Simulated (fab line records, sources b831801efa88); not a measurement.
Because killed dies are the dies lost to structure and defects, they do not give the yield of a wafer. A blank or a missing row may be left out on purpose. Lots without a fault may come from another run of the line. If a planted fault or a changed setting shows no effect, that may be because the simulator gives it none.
Struck lot and sound lot, side by side | flow sky130 | 15 out of 708 route steps
Sound: the wafers L631.2, L631.3, L631.6. Wafers L638.1, L638.3, L638.6 were the ones struck. The cause comes at the end.
Order at every step that has rows: each side's tool, ch and its chambers, its first start. Under that, the readings that differ: sound wafers | struck wafers | difference of the means | sigmas: that difference in standard deviations of wafers without a fault.
alike: readings with means less than 2 such deviations apart, plus words and numbers identical on both sides. not compared: withheld readings, readings lacking a value on some wafer, bounds such as >300 that could conceal the same value, and numbers that have no deviation in the record and whose values overlap.
Wherever a step has rows on one side only, a row that says differs or no value, or a row with sigmas, the two part there. Numbers that have no deviation but don't overlap get no sigmas and don't part them. A reading missing from all wafers of one side parts the sides only when that side holds two or more wafers.

first, 8 steps without rows for these wafers: SKY_POLY_GATE_DEHYDRATE_05 (time 60 s); SKY_POLY_GATE_HMDS_06 (prime time 60 s); SKY_POLY_GATE_COAT_07 (resist thk 110 nm); SKY_POLY_GATE_COAT_08 (resist thk 450 nm); SKY_POLY_GATE_SOFTBAKE_09 (time 90 s); SKY_POLY_GATE_EXPOSE_10 (exposes mask P1M, target cd 150 nm); SKY_POLY_GATE_PEB_11; SKY_POLY_GATE_DEVELOP_12 (develop time 60 s).
SKY_POLY_GATE_CD_MEAS_13: the cd target is 150 nm.
  sound: cdSem-01 at day 18 04:31; struck: cdSem-02 at day 20 19:48
  alike: cdNm
SKY_POLY_GATE_OVL_MEAS_14:
  sound: overlay-01 at day 18 04:38; struck: overlay-01 at day 20 19:55
  alike: POLY_GATE_OVL
SKY_POLY_GATE_ETCH_15: etches BARC in N2/H2, stops on SiO2, time 118.5 s, target depth 110 nm.
  sound on rieDiel-03 ch 2,3, day 18 04:40; struck on rieDiel-03 ch 0,1, day 20 19:57
  alike: biasW, drypumpMotorCurrentA, h2FlowSccm, oesProductAu, throttleValvePct
  not compared: rfHoursCounterH
SKY_POLY_GATE_ETCH_16: etches Si3N4 in CH3F/O2, stops on poly-Si, time 147.5 s, target depth 75 nm.
  sound on rieDiel-03 ch 2,3, day 18 04:44; struck on rieDiel-03 ch 0,1, day 20 20:02
  alike: biasW, ch3fFlowSccm, drypumpMotorCurrentA, oesProductAu, throttleValvePct
  not compared: rfHoursCounterH
SKY_POLY_GATE_ETCH_17: etches poly-Si in HBr/Cl2, stops on SiO2, target depth 180 nm, time 70.5 s.
  sound on rieSi-02 ch 0,1,2, day 18 04:50; struck on rieSi-02 ch 1,2,3, day 20 20:08
reading                             | sound                   | struck                  | difference | sigmas
overEtchFrac                        | 0.56667 0.56667 0.56667 | 0.52896 0.52896 0.52896 | -0.03771   | 
model.etch.depthNm (nm)             | 179.2 180.4 180.8       | 174.5 178.3 176.5       | -3.7       | 
model.POLY_GATE.featureDepthNm (nm) | 179.2 180.4 180.8       | 174.5 178.3 176.5       | -3.7       | 
  alike: biasW, drypumpMotorCurrentA, oesProductAu, throttleValvePct
  not compared: rfHoursCounterH
SKY_POLY_GATE_STRIP_18: strips in O2/N2.
  sound on plasmaAsher-02 ch 0,1, day 18 04:53; struck on plasmaAsher-02 ch 0,1, day 20 20:11
  alike: drypumpMotorCurrentA, oesProductAu, stripTimeToEndpointS
  not compared: rfHoursCounterH
then, 1 step without rows for these wafers: SKY_PAD_OPEN_PROBE_99.

== WHERE THEY PART ==
Nowhere in this record.

WHY: the cause the simulator had injected
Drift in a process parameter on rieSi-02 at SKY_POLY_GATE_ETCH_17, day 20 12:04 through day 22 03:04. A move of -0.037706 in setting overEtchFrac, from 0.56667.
